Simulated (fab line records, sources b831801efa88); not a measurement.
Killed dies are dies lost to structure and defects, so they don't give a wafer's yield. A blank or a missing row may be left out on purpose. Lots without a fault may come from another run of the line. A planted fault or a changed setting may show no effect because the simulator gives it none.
Which tool did it? | flow sky130 | 12 lots, 36 wafers sampled, at 2 steps of a route of 708

WHAT THE GAUGES READ, wafer by wafer
SKY_PASSIVATION_THK_MEAS_01. Usual: PASSIVATION_CVD_00_THK 90.0 nm, standard deviation 1.2.
lot  | measured     | on            | PASSIVATION_CVD_00_THK (nm) | flag
L986 | day 45 13:07 | film_metro-02 | 89.9 89.6 91.2              |
L985 | day 45 17:56 | film_metro-04 | 88.1 91.0 90.0              |
L989 | day 46 08:34 | film_metro-04 | 90.5 89.8 90.9              |
L991 | day 46 14:30 | film_metro-02 | 89.5 87.9 89.2              |
L990 | day 46 16:48 | film_metro-04 | 88.5 89.8 89.0              |
L992 | day 47 04:59 | film_metro-02 | 90.0 90.4 91.6              |
L997 | day 48 04:56 | film_metro-01 | 88.9 91.1 91.1              |
L996 | day 48 06:19 | film_metro-02 | 88.2 88.3 90.2              |
L998 | day 48 10:32 | film_metro-02 | 89.4 90.0 91.4              |
L999 | day 48 19:22 | film_metro-02 | 90.3 89.0 92.0              |
L102 | day 49 02:31 | film_metro-04 | 89.3 90.5 89.6              |
L107 | day 50 09:10 | film_metro-01 | 88.5 89.6 88.4              |

WHICH TOOL RAN EACH LOT (tool, then ch and the chambers of the sampled wafers, then the start)
lot  | SKY_POLY_CUT_STRIP_12
L986 | plasma_asher-02 ch 0,1, day 25 22:43
L985 | plasma_asher-02 ch 1, day 26 03:09
L989 | plasma_asher-02 ch 0,1, day 27 01:41
L991 | plasma_asher-02 ch 0,1, day 27 06:43
L990 | plasma_asher-01 ch 0,1, day 27 08:33
L992 | plasma_asher-01 ch 0,1, day 28 04:55
L997 | plasma_asher-01 ch 0,1, day 29 12:08
L996 | plasma_asher-01 ch 0,1, day 29 15:25
L998 | plasma_asher-03 ch 0,1, day 29 17:03
L999 | plasma_asher-03 ch 0,1, day 30 09:10
L102 | plasma_asher-03 ch 0,1, day 30 20:43
L107 | plasma_asher-03 ch 0,1, day 32 18:10
- SKY_POLY_CUT_STRIP_12: strips in O2/N2.

WHAT THE TOOLS THEMSELVES READ (means of the sampled wafers that have a number; where no wafer has one, the mark that the record gives instead)
SKY_POLY_CUT_STRIP_12. Usual: chamber_pressure_mTorr 1499.9 mTorr, standard deviation 1.4; drypump_motor_current_A 5.7 A, standard deviation 0.48; oes_product_au 0.452 a.u., standard deviation 0.0046; strip_time_to_endpoint_s 5.361 s, standard deviation 0.018.
lot  | tool            | chamber_pressure_mTorr (mTorr) | drypump_motor_current_A (A) | oes_product_au (a.u.) | strip_time_to_endpoint_s (s) | flag
L986 | plasma_asher-02 | 1501.1                         | 5.2                         | 0.452                 | 5.348                        |
L985 | plasma_asher-02 | 1500.1                         | 5.2                         | 0.452                 | 5.324                        |
L989 | plasma_asher-02 | 1499.0                         | 5.2                         | 0.450                 | 5.359                        |
L991 | plasma_asher-02 | 1500.0                         | 5.2                         | 0.453                 | 5.363                        |
L990 | plasma_asher-01 | 1499.4                         | 6.0                         | 0.453                 | 5.360                        |
L992 | plasma_asher-01 | 1500.6                         | 5.6                         | 0.449                 | 5.370                        |
L997 | plasma_asher-01 | 1498.2                         | 5.6                         | 0.449                 | 5.339                        |
L996 | plasma_asher-01 | 1500.8                         | 6.0                         | 0.455                 | 5.346                        |
L998 | plasma_asher-03 | 1500.3                         | 6.1                         | 0.453                 | 5.362                        |
L999 | plasma_asher-03 | 1501.5                         | 6.1                         | 0.452                 | 5.369                        |
L102 | plasma_asher-03 | 1499.8                         | 6.1                         | 0.452                 | 5.369                        |
L107 | plasma_asher-03 | 1499.5                         | 6.1                         | 0.454                 | 5.372                        |

THE ANSWER, worked out from the rows above alone
Rule: a lot is off if the mean of its wafers that have a number lies more than 3 standard deviations from the usual mean. A lot without any number at a reading at which 4 lots or more have one is off too. The other lots that the step has rows for count as sound. The gauges are gone through in route order, then the tools' own readings, and for those a lot's mean is taken as printed above. The first step at which some lot is off is used, and at that step the reading that is off furthest; a lot without a number counts as furthest.
No lot is off at any reading shown: from this, nothing can be told.

WHAT THE SIMULATOR HAD PUT IN
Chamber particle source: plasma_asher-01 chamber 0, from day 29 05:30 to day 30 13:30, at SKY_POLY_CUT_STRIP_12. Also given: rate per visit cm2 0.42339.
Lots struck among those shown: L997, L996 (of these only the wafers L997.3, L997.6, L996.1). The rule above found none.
